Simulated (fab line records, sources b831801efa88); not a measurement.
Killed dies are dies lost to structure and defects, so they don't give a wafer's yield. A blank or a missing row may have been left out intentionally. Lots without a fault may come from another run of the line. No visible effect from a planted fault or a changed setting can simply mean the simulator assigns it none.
Struck lot and sound lot, side by side -- flow gf180mcu -- 32 out of 602 route steps
Sound: these wafers, L454.1, L454.4, L454.5. Wafers L461.4, L461.5, L461.6 were the ones struck. The cause comes at the end.
Order at every step that has rows: each side's tool, ch and its chambers, its first start. Under that, the readings that differ: sound wafers -- struck wafers -- difference of the means -- sigmas: that difference in standard deviations of wafers without a fault.
alike: same words and numbers on both sides, and readings whose means sit less than 2 such deviations apart. not compared: any withheld reading, any reading some wafer has no value for, any bound like >300 that may hide the same value, and any number with overlapping values for which the record gives no deviation.
The two part at a step that has a row with sigmas, a row that says differs or no value, or rows on one side only. Numbers that don't overlap but have no deviation are shown without sigmas and don't part them. A reading that every wafer of one side lacks parts them only if that side has two wafers or more.

first, 1 step without rows for these wafers: GF_HV_LDD_CVD_56 (deposits Si3N4 from DCS/NH3, target thk 90 nm, time 1543 s).
GF_HV_LDD_THK_MEAS_57:
  struck on film-metro-02, day 18 09:58; sound on film-metro-02, day 16 01:35
  alike: HV_LDD_CVD_56_THK
GF_HV_LDD_ETCHBACK_58: etches Si3N4 in CH3F/O2, stops on SiO2, time 100 s, target depth 90 nm.
  sound on rie-diel-04 ch 0,1, day 16 01:39; struck on rie-diel-04 ch 1,2, day 18 09:59
  alike: bias-w, drypump-motor-current-A, oes-product-au, throttle-valve-pct
  not compared: rf-hours-counter-h
then, 7 steps without rows for these wafers: GF_NSD_DEHYDRATE_00 (time 60 s); GF_NSD_HMDS_01 (prime time 60 s); GF_NSD_COAT_02 (resist thk 1000 nm); GF_NSD_SOFTBAKE_03 (time 60 s); GF_NSD_EXPOSE_04 (exposes mask Nplus, target cd 400 nm); GF_NSD_PEB_05; GF_NSD_DEVELOP_06 (develop time 58.04 s).
GF_NSD_CD_MEAS_07: the cd target is 400 nm.
  struck on cd-sem-01, day 19 09:59; sound on cd-sem-01, day 17 00:45
  alike: cd-nm
GF_NSD_OVL_MEAS_08:
  struck on overlay-02, day 19 10:04; sound on overlay-01, day 17 00:52
  alike: NSD_OVL
GF_NSD_IMPLANT_09:
  sound on implanter-02 ch 0, day 17 00:55; struck on implanter-04 ch 0, day 19 10:09
reading,sound,struck,difference,sigmas
implant-ion-amu,75 75 75,49 49 49,-26,
model.implant.rp-nm (nm),36.88 36.88 36.88,43.86 43.86 43.86,+6.98,
model.implant.drp-nm (nm),16.15 16.15 16.15,21.23 21.23 21.23,+5.08,
next, for these wafers, 1 step has no rows: GF_NSD_IMPLANT_10.
GF_NSD_STRIP_11: strips in O2/N2.
  sound on plasma-asher-02 ch 0,1, day 17 01:13; struck on plasma-asher-01 ch 0,1, day 19 10:25
reading,sound,struck,difference,sigmas
strip-time-to-endpoint-s (s),22.90 22.85 22.89,23.74 23.75 23.75,+0.87,+26
  alike: drypump-motor-current-A, heater-power-w, o2-flow-sccm, oes-product-au
  not compared: rf-hours-counter-h
GF_NSD_TW_MEAS_12:
  struck on film-metro-03, day 19 10:31; sound on film-metro-01, day 17 01:19
reading,sound,struck,difference,sigmas
NSD_TW,4266 4259 4273,4129 4147 4149,-124,-2
then, 7 steps without rows for these wafers: GF_PSD_DEHYDRATE_00 (time 60 s); GF_PSD_HMDS_01 (prime time 60 s); GF_PSD_COAT_02 (resist thk 1000 nm); GF_PSD_SOFTBAKE_03 (time 60 s); GF_PSD_EXPOSE_04 (exposes mask Pplus, target cd 400 nm); GF_PSD_PEB_05; GF_PSD_DEVELOP_06 (develop time 60 s).
GF_PSD_CD_MEAS_07: the cd target is 400 nm.
  struck on cd-sem-01, day 20 10:52; sound on cd-sem-02, day 18 00:31
  alike: cd-nm
GF_PSD_OVL_MEAS_08:
  struck on overlay-01, day 20 10:57; sound on overlay-01, day 18 00:38
  alike: PSD_OVL
next, for these wafers, 1 step has no rows: GF_PSD_IMPLANT_09.
GF_PSD_STRIP_10: strips in O2/N2.
  sound on plasma-asher-01 ch 0, day 18 00:50; struck on plasma-asher-02 ch 0,1, day 20 11:09
  alike: drypump-motor-current-A, heater-power-w, o2-flow-sccm, oes-product-au, strip-time-to-endpoint-s
  not compared: rf-hours-counter-h
GF_PSD_TW_MEAS_11:
  struck on film-metro-01, day 20 11:15; sound on film-metro-01, day 18 00:56
  alike: PSD_TW
then, 1 step without rows for these wafers: GF_PSD_CLEAN_12 (cleans in SC1/SC2, time 150 s).
GF_PSD_RTA_13: time 20 s.
  sound on rtp-anneal-01 ch 0, day 18 01:02; struck on rtp-anneal-02 ch 0, day 20 11:22
reading,sound,struck,difference,sigmas
lamp-power-pct (%),29.4 29.4 29.4,35.2 35.2 35.1,+5.8,+2
  alike: wafer_temp_C_max
GF_PSD_RS_MEAS_14: the measuring method here is four-point-probe.
  struck on film-metro-01, day 20 11:28; sound on film-metro-03, day 18 01:07
reading,sound,struck,difference,sigmas
NSD_RS (ohm/sq),46.22 46.15 46.15,- - -,no value on the struck wafers,
GF_PSD_RS_MEAS_15: the measuring method here is four-point-probe.
  struck on film-metro-01, day 20 11:35; sound on film-metro-03, day 18 01:14
  alike: PSD_RS

## WHERE THEY PART
Last at GF_PSD_RS_MEAS_14 as far as this record goes, first at GF_NSD_STRIP_11. Later steps at which nothing parts them and some readings are alike: GF_PSD_RS_MEAS_15.

WHY: the cause the simulator had injected
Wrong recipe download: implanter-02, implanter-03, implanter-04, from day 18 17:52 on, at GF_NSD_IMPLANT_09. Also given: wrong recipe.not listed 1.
